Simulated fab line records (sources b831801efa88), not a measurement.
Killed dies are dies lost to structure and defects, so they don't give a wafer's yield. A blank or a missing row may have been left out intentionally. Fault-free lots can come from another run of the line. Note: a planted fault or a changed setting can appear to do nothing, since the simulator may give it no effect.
fab line records	flow sky130
record: lots: 12	wafers: 36	last-day: 50
route steps=708 shown SD_N@349 LI_CONTACT@385 VIA1@472 METAL3@567 PAD_OPEN@708
lots with no fault: from the same line, run without faults
start-h: hours from the record's opening day to when the first of the lot's shown wafers began	wait-h: how many hours have passed since the lot's step before this one	" repeats the value in the row above	L1.1+2: a single row standing in for several wafers	- value missing, or start not given	* or withheld: withheld	< > ~ a bound
route shown NAME@n: a module of which the file shows steps, and the number in the route of the first	usual: the fault-free wafers' mean and standard deviation	same: alike in all rows	chamber/n: place in a boat	sites: the reading at each site	_std_site: their standard deviation	_edge_site: outer sites' mean less inner sites'	radius-mm: how far each site lies from the wafer's centre	mask NAME#n: copy n	behind: tool/chamber where the wafer was last shaped	hold: why the lot went on hold/how many hours it stayed there/how the hold came to an end	device: names the non-switching transistor (n, p or np)	end of line: tests run on the same wafers once the route is complete	where a step has no rows: the recipe by itself	killed: count of dies lost to structure and defects at first sort (not the wafer's yield)	map: a wafer's dies, x killed, . not, _ none there
set.NAME: the setting as run; set.NAME@STEP: as run at that earlier step	model.NAME: the simulator's own value behind a step, which no gauge read
one table for each step of the route and one row for each wafer, over a sample of lots
services: when a tool's chamber went out of use (start-h, in hours from the record's first day, below 0 if earlier), for how many hours, and the reason
== steps ==
step: SKY_SD_N_CD_MEAS_07
recipe: target-cd-nm: 380
usual: cd-nm: 379.8/2.4
lot.wafer	tool	chamber	start-h	wait-h	cd-nm
L452.1	cd-sem-02	-	657.54	0.1	378.6
L452.5	"	-	"	"	377.4
L452.6	"	-	"	"	379.1
L453.3	cd-sem-02	-	659.00	0.2	378.7
L453.4	"	-	"	"	381.1
L453.5	"	-	"	"	382.3
L451.2	cd-sem-02	-	660.36	0.1	383.5
L451.3	"	-	"	"	380.8
L451.6	"	-	"	"	383.5
L454.1	cd-sem-01	-	687.22	0.2	376.9
L454.3	"	-	"	"	375.2
L454.6	"	-	"	"	373.3
L455.1	cd-sem-02	-	687.44	0.1	380.2
L455.4	"	-	"	"	377.7
L455.6	"	-	"	"	377.0
L459.3	cd-sem-02	-	741.43	0.1	381.6
L459.4	"	-	"	"	379.3
L459.5	"	-	"	"	379.8
L461.1	cd-sem-01	-	747.23	0.1	381.4
L461.2	"	-	"	"	382.2
L461.6	"	-	"	"	380.9
L465.3	cd-sem-01	-	768.03	0.1	377.4
L465.4	"	-	"	"	377.0
L465.6	"	-	"	"	374.3
L464.2	cd-sem-02	-	771.30	0.1	383.8
L464.5	"	-	"	"	383.2
L464.6	"	-	"	"	381.2
L469.3	cd-sem-02	-	793.38	0.1	375.9
L469.4	"	-	"	"	375.2
L469.5	"	-	"	"	375.8
L471.1	cd-sem-01	-	806.08	0.1	380.8
L471.4	"	-	"	"	381.1
L471.5	"	-	"	"	381.7
L474.1	cd-sem-01	-	821.93	0.1	382.2
L474.4	"	-	"	"	379.6
L474.6	"	-	"	"	380.3
step: SKY_LI_CONTACT_THK_MEAS_23
recipe: thk-meas-gauge: xrf	reads: W_of_LI_CONTACT_CVD_21
usual: LI_CONTACT_W_THK: 413/5.6
lot.wafer	tool	chamber	start-h	wait-h	LI_CONTACT_W_THK[nm]
L452.1	film-metro-02	-	688.09	0.1	407
L452.5	"	-	"	"	408
L452.6	"	-	"	"	416
L453.3	film-metro-04	-	690.07	0.1	413
L453.4	"	-	"	"	416
L453.5	"	-	"	"	418
L451.2	film-metro-01	-	691.65	0.1	416
L451.3	"	-	"	"	414
L451.6	"	-	"	"	413
L454.1	film-metro-04	-	718.67	0.1	411
L454.3	"	-	"	"	419
L454.6	"	-	"	"	414
L455.1	film-metro-01	-	718.74	0.1	408
L455.4	"	-	"	"	407
L455.6	"	-	"	"	406
L459.3	film-metro-04	-	772.07	0.1	421
L459.4	"	-	"	"	428
L459.5	"	-	"	"	420
L461.1	film-metro-01	-	778.02	0.1	419
L461.2	"	-	"	"	412
L461.6	"	-	"	"	413
L465.3	film-metro-04	-	797.69	0.1	415
L465.4	"	-	"	"	409
L465.6	"	-	"	"	403
L464.2	film-metro-01	-	801.12	0.1	411
L464.5	"	-	"	"	420
L464.6	"	-	"	"	419
L469.3	film-metro-02	-	821.66	0.1	410
L469.4	"	-	"	"	406
L469.5	"	-	"	"	406
L471.1	film-metro-02	-	835.29	0.1	410
L471.4	"	-	"	"	404
L471.5	"	-	"	"	407
L474.1	film-metro-02	-	851.58	0.1	401
L474.4	"	-	"	"	413
L474.6	"	-	"	"	407
step: SKY_VIA1_ETCH_14
recipe: chemistry: N2/H2	target: BARC	ion-energy-ev: 200	source-w: 500	bias-w: 100	pressure-mtorr: 30	n2-flow-sccm: 100	h2-flow-sccm: 200	stop-on: SiO2	time-s: 45.9	target-depth-a: 600
usual: bias-w: 100.0/0.3	chamber-pressure-mTorr: 30.002/0.026	drypump-motor-current-A: 5.7/0.46	oes-product-au: 0.853/0.0046	throttle-valve-pct: 13.225/0.0098
lot.wafer	tool	chamber	start-h	wait-h	bias-w	chamber-pressure-mTorr	drypump-motor-current-A	oes-product-au	rf-hours-counter-h	throttle-valve-pct
L452.1	rie-diel-01	0	804.98	0.0	99.5	30.034	6.5	0.856	17	13.206
L452.5	"	0	"	"	99.4	29.979	6.5	0.860	-	13.233
L452.6	"	3	"	"	100.5	29.931	4.9	0.850	-	13.243
L453.3	rie-diel-02	2	807.33	0.0	100.6	30.057	5.2	0.853	5	13.227
L453.4	"	0	"	"	100.3	29.972	5.6	0.852	27	13.237
L453.5	"	1	"	"	99.9	29.979	5.7	0.857	-	13.231
L451.2	rie-diel-02	2	809.18	0.0	100.3	30.046	5.2	0.864	5	13.248
L451.3	"	1	"	"	100.3	29.992	5.7	0.851	19	13.230
L451.6	"	2	"	"	100.1	29.993	5.2	0.857	-	13.230
L454.1	rie-diel-02	0	833.13	0.0	99.5	30.028	5.6	0.850	27	13.226
L454.3	"	1	"	"	99.7	30.013	5.7	0.845	20	13.225
L454.6	"	0	"	"	99.5	30.023	5.6	0.848	-	13.235
L455.1	rie-diel-01	2	834.83	0.0	100.8	30.005	6.5	0.851	15	13.220
L455.4	"	1	"	"	100.0	29.977	5.4	0.855	16	13.210
L455.6	"	0	"	"	100.2	29.982	6.5	0.849	-	13.216
L459.3	rie-diel-04	3	882.18	0.0	99.7	29.998	5.9	0.854	10	13.241
L459.4	"	1	"	"	100.3	29.983	5.6	0.851	20	13.228
L459.5	"	1	"	"	100.1	30.014	5.6	0.843	-	13.226
L461.1	rie-diel-04	0	890.08	0.0	100.3	30.040	5.7	0.852	13	13.248
L461.2	"	3	"	"	99.6	30.016	5.9	0.851	11	13.214
L461.6	"	3	"	"	99.8	30.002	6.0	0.847	-	13.229
L465.3	rie-diel-02	3	908.03	0.0	100.2	30.025	5.2	0.852	9	13.223
L465.4	"	2	"	"	100.1	29.995	5.2	0.859	9	13.227
L465.6	"	1	"	"	99.9	30.008	5.7	0.847	-	13.217
L464.2	rie-diel-02	2	910.79	0.0	100.0	30.038	5.2	0.847	9	13.219
L464.5	"	1	"	"	100.0	29.994	5.7	0.849	-	13.230
L464.6	"	0	"	"	100.6	30.023	5.6	0.865	-	13.218
L469.3	rie-diel-04	1	929.14	0.0	99.5	30.013	5.6	0.853	0	13.216
L469.4	"	0	"	"	99.8	29.947	5.8	0.854	14	13.221
L469.5	"	0	"	"	99.7	30.000	5.7	0.858	-	13.235
L471.1	rie-diel-04	0	943.95	0.0	100.0	29.994	5.7	0.852	15	13.210
L471.4	"	1	"	"	100.2	30.007	5.6	0.854	1	13.210
L471.5	"	1	"	"	100.2	30.043	5.6	0.851	-	13.219
L474.1	rie-diel-04	1	957.53	0.0	100.3	29.986	5.6	0.854	1	13.225
L474.4	"	0	"	"	99.9	30.009	5.7	0.856	15	13.231
L474.6	"	2	"	"	99.5	30.019	5.5	0.847	-	13.240
step: SKY_METAL3_ETCH_17
recipe: target: SiO2	stop-on: TiN	chemistry: C4F8/O2/Ar	source-w: 1500	bias-w: 1200	pressure-mtorr: 40	c4f8-flow-sccm: withheld	O2_flow_sccm: 6	Ar_flow_sccm: 300	time-s: 3.9	target-depth-a: 150
usual: bias-w: 1200/4	chamber-pressure-mTorr: 40.000/0.03	oes-product-au: 0.754/0.0082
lot.wafer	tool	chamber	start-h	wait-h	bias-w	chamber-pressure-mTorr	oes-product-au
L452.1	rie-diel-01	2	915.29	0.2	1194	39.985	0.752
L452.5	"	2	"	"	1201	39.975	0.766
L452.6	"	1	"	"	1197	40.032	0.755
L453.3	rie-diel-04	2	917.36	0.0	1199	40.005	0.746
L453.4	"	0	"	"	1204	40.041	0.764
L453.5	"	3	"	"	1199	39.958	0.755
L451.2	rie-diel-04	1	919.47	0.1	1202	39.975	0.755
L451.3	"	0	"	"	1198	39.997	0.727
L451.6	"	3	"	"	1198	39.998	0.745
L454.1	rie-diel-01	1	942.13	0.1	1205	40.016	0.753
L454.3	"	2	"	"	1196	39.963	0.757
L454.6	"	1	"	"	1201	39.979	0.746
L455.1	rie-diel-04	3	943.36	0.1	1200	40.013	0.745
L455.4	"	1	"	"	1200	40.061	0.753
L455.6	"	2	"	"	1201	39.947	0.761
L459.3	rie-diel-01	0	986.19	0.0	1206	39.980	0.757
L459.4	"	3	"	"	1197	40.001	0.763
L459.5	"	0	"	"	1202	39.994	0.752
L461.1	rie-diel-04	2	994.14	0.1	1205	40.017	0.741
L461.2	"	1	"	"	1198	39.991	0.739
L461.6	"	3	"	"	1203	40.052	0.749
L465.3	rie-diel-04	0	1011.61	0.0	-	-	-
L465.4	"	1	"	"	-	-	-
L465.6	"	0	"	"	-	-	-
L464.2	rie-diel-04	1	1012.57	0.1	-	-	-
L464.5	"	2	"	"	-	-	-
L464.6	"	1	"	"	-	-	-
L469.3	rie-diel-04	1	1029.12	0.0	1204	39.996	0.753
L469.4	"	0	"	"	1199	39.977	0.749
L469.5	"	2	"	"	1191	40.000	0.764
L471.1	rie-diel-03	0	1043.92	0.1	1199	39.967	0.748
L471.4	"	1	"	"	1203	40.000	0.763
L471.5	"	0	"	"	1197	39.991	0.773
L474.1	rie-diel-04	3	1055.07	0.1	1193	39.997	0.761
L474.4	"	1	"	"	1194	39.952	0.756
L474.6	"	1	"	"	1199	40.022	0.757
step: SKY_PAD_OPEN_PROBE_99
usual: defect-limited-yield: 82.5/2	killed_at_M0_to_M3: 44/7.7	killed_at_M4_up: 3.0/1.9	killed-at-contacts: 25/5.6	killed-at-front-end: 15/4.6	killed-at-other: 0.3/0.47	killed-dies: 86/9.9	killed-on-rim: 17/3.6	killed-open: 47/7.4	killed-short: 39/5.9	sort_bin_3_pad_short: 0.8/0.37	sort_bin_5_function: 10.4/1.5	sort_bin_6_memory: 6.3/1	sort-n-pass: 406/9.9	sort-yield-pct: 82.5/2
same: gross-dies: 492	killed-at-back-side: 0	sort_bin_4_leakage[%]: 0	sort_bin_8_speed[%]: 0
lot.wafer	tool	chamber	start-h	wait-h	defect-limited-yield[%]	killed_at_M0_to_M3	killed_at_M4_up	killed-at-contacts	killed-at-front-end	killed-at-other	killed-dies	killed-on-rim	killed-open	killed-short	sort_bin_3_pad_short[%]	sort_bin_5_function[%]	sort_bin_6_memory[%]	sort-n-pass	sort-yield-pct[%]
L451.2	prober-02	-	1091.90	0.1	81.5	49	4	31	7	0	91	16	51	40	1.4	10.6	6.5	401	81.5
L451.3	prober-02	-	1091.95	0.2	83.9	37	2	22	17	1	79	11	35	44	1.4	9.3	5.3	413	83.9
L451.6	prober-02	-	1092.10	0.2	80.7	54	1	26	13	1	95	12	58	37	0.8	11.8	6.7	397	80.7
L465.3	prober-02	-	1165.74	0.2	0	448	6	28	10	0	492	96	49	42	0.4	94.5	5.1	0	0
L465.4	prober-02	-	1165.79	0.2	0	454	3	18	16	1	492	96	48	43	0.6	90.7	8.7	0	0
L465.6	prober-02	-	1165.89	0.2	0	442	6	25	18	1	492	96	60	40	0.8	92.1	7.1	0	0
L464.2	prober-02	-	1166.03	0.1	0	448	2	34	8	0	492	96	42	35	1.6	93.3	5.1	0	0
L464.5	prober-02	-	1166.18	0.2	0	451	4	30	6	1	492	96	47	42	1.2	92.5	6.3	0	0
L464.6	prober-02	-	1166.23	0.2	0	453	3	28	8	0	492	96	39	33	0.8	94.3	4.9	0	0
L469.3	prober-02	-	1179.82	0.2	82.9	41	1	24	18	0	84	14	54	30	0	11.4	5.7	408	82.9
L469.4	prober-02	-	1179.87	0.2	82.5	45	5	18	18	0	86	16	51	35	1.0	11.6	4.9	406	82.5
L469.5	prober-02	-	1179.92	0.2	80.5	49	4	32	11	0	96	18	53	43	0.4	13.2	5.9	396	80.5
killed by level:class
L451.2 CONTACT:geometric-particle:open=10 VIA3:geometric-particle:open=9 LI_CONTACT:geometric-particle:open=8 VIA2:geometric-particle:open=8 METAL1:geometric-particle:short=7 LOCAL_INTERCONNECT:geometric-particle:short=7 VIA1:geometric-particle:open=6 METAL2:geometric-particle:short=4
L451.3 VIA1:geometric-particle:open=8 VIA3:geometric-particle:open=8 FIELD_ISO:geometric-particle:short=6 LI_CONTACT:geometric-particle:open=6 LOCAL_INTERCONNECT:geometric-particle:short=6 VIA1:geometric-particle:short=6 METAL1:geometric-particle:short=5 FIELD_ISO:geometric-particle:open=4
L451.6 VIA1:geometric-particle:open=13 CONTACT:geometric-particle:open=11 VIA3:geometric-particle:open=8 LI_CONTACT:geometric-particle:open=7 VIA1:geometric-particle:short=7 VIA2:geometric-particle:open=6 METAL1:geometric-particle:short=5 CONTACT:geometric-particle:short=4
L465.3 METAL3:area-etch=401 VIA1:geometric-particle:open=15 LI_CONTACT:geometric-particle:open=7 CONTACT:geometric-particle:open=7 CONTACT:geometric-particle:short=6 METAL2:geometric-particle:short=6 VIA3:geometric-particle:open=6 LOCAL_INTERCONNECT:geometric-particle:short=5
L465.4 METAL3:area-etch=401 VIA1:geometric-particle:open=15 VIA3:geometric-particle:open=10 VIA3:geometric-particle:short=10 CONTACT:geometric-particle:open=8 FIELD_ISO:geometric-particle:short=4 POLY_GATE:geometric-particle:short=4 METAL1:geometric-particle:short=4
L465.6 METAL3:area-etch=392 VIA1:geometric-particle:open=11 VIA2:geometric-particle:open=11 CONTACT:geometric-particle:open=9 VIA3:geometric-particle:open=8 LI_CONTACT:geometric-particle:open=6 VIA3:geometric-particle:short=5 METAL4:geometric-particle:short=4
L464.2 METAL3:area-etch=415 VIA1:geometric-particle:open=10 CONTACT:geometric-particle:open=9 LI_CONTACT:geometric-particle:open=8 METAL2:geometric-particle:short=8 LOCAL_INTERCONNECT:geometric-particle:short=6 CONTACT:geometric-particle:short=5 VIA2:geometric-particle:open=5
L464.5 METAL3:area-etch=403 VIA1:geometric-particle:open=10 LI_CONTACT:geometric-particle:open=9 CONTACT:geometric-particle:open=9 METAL2:geometric-particle:short=9 VIA2:geometric-particle:open=8 VIA1:geometric-particle:short=6 CONTACT:geometric-particle:short=5
L464.6 METAL3:area-etch=420 CONTACT:geometric-particle:open=13 VIA1:geometric-particle:open=6 LI_CONTACT:geometric-particle:open=5 LOCAL_INTERCONNECT:geometric-particle:short=5 METAL1:geometric-particle:short=5 VIA2:geometric-particle:open=5 FIELD_ISO:geometric-particle:open=3
L469.3 VIA3:geometric-particle:open=11 CONTACT:geometric-particle:open=9 LI_CONTACT:geometric-particle:open=7 POLY_GATE:geometric-particle:open=5 VIA2:geometric-particle:open=5 CONTACT:geometric-particle:short=5 VIA1:geometric-particle:short=5 VIA1:geometric-particle:open=5
L469.4 FIELD_ISO:geometric-particle:open=9 VIA1:geometric-particle:open=9 CONTACT:geometric-particle:open=8 VIA2:geometric-particle:open=8 VIA3:geometric-particle:open=7 METAL1:geometric-particle:short=6 METAL2:geometric-particle:short=6 LOCAL_INTERCONNECT:geometric-particle:short=5
L469.5 VIA3:geometric-particle:open=10 CONTACT:geometric-particle:open=10 VIA2:geometric-particle:open=9 LI_CONTACT:geometric-particle:open=8 VIA1:geometric-particle:open=8 CONTACT:geometric-particle:short=6 METAL2:geometric-particle:short=6 METAL1:geometric-particle:short=5
== services ==
tool	chamber	start-h	hours	kind
rie-diel-02	0	791.03	5.7	repair
rie-diel-01	0	811.03	12.7	repair
rie-diel-03	3	849.11	9.0	repair
rie-diel-03	3	863.28	6.6	repair
rie-diel-04	2	874.25	1.2	repair
rie-diel-02	-	881.93	0.7	repair
rie-diel-04	1	902.94	-	clean
rie-diel-04	1	902.94	15.4	scheduled-down
rie-diel-02	-	922.35	15.6	pm
rie-diel-02	1	968.40	7.1	repair
rie-diel-02	2	975.10	19.8	repair
rie-diel-02	-	976.94	0.6	repair
rie-diel-03	3	984.47	11.2	repair
rie-diel-02	2	1022.33	3.2	repair
rie-diel-04	3	1026.41	3.1	repair
rie-diel-04	-	1028.07	0.6	repair
rie-diel-01	-	1030.24	2.8	pm
rie-diel-02	1	1037.27	9.3	repair
rie-diel-04	3	1039.84	3.2	repair
rie-diel-01	3	1043.77	1.9	repair
rie-diel-04	2	1045.67	1.2	repair
rie-diel-02	0	1047.60	3.3	repair
rie-diel-03	-	1052.16	4.0	repair
rie-diel-02	2	1053.83	2.4	repair
== key ==
first-sign: step: SKY_METAL3_ETCH_17	reading: tool-record	direction: missing
effect: step: SKY_PAD_OPEN_PROBE_99	reading: sort_bin_5_function	direction: up	sigmas: 54	usual: 10.4	struck: 92.9
more-kills-born-at: SKY_METAL3_ETCH_17@rie-diel-04: 2427
met-at SKY_METAL3_ETCH_17
struck-lots L464,L465
later-rows-left-out L464.2,L464.5,L464.6,L465.3,L465.4,L465.6
not-acting-at SKY_SD_N_CD_MEAS_07,SKY_LI_CONTACT_THK_MEAS_23,SKY_VIA1_ETCH_14
onset-between 994.14 1011.61
fault: kind: skipped-step-whole	tool: rie-diel-04	chamber: -	onset-h: 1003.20	steps: SKY_METAL3_ETCH_17	scope: struck-lots-only
later-rows-left-out: the simulator's readings of these wafers behind a module that went badly wrong aren't trusted and aren't shown, but for the sort
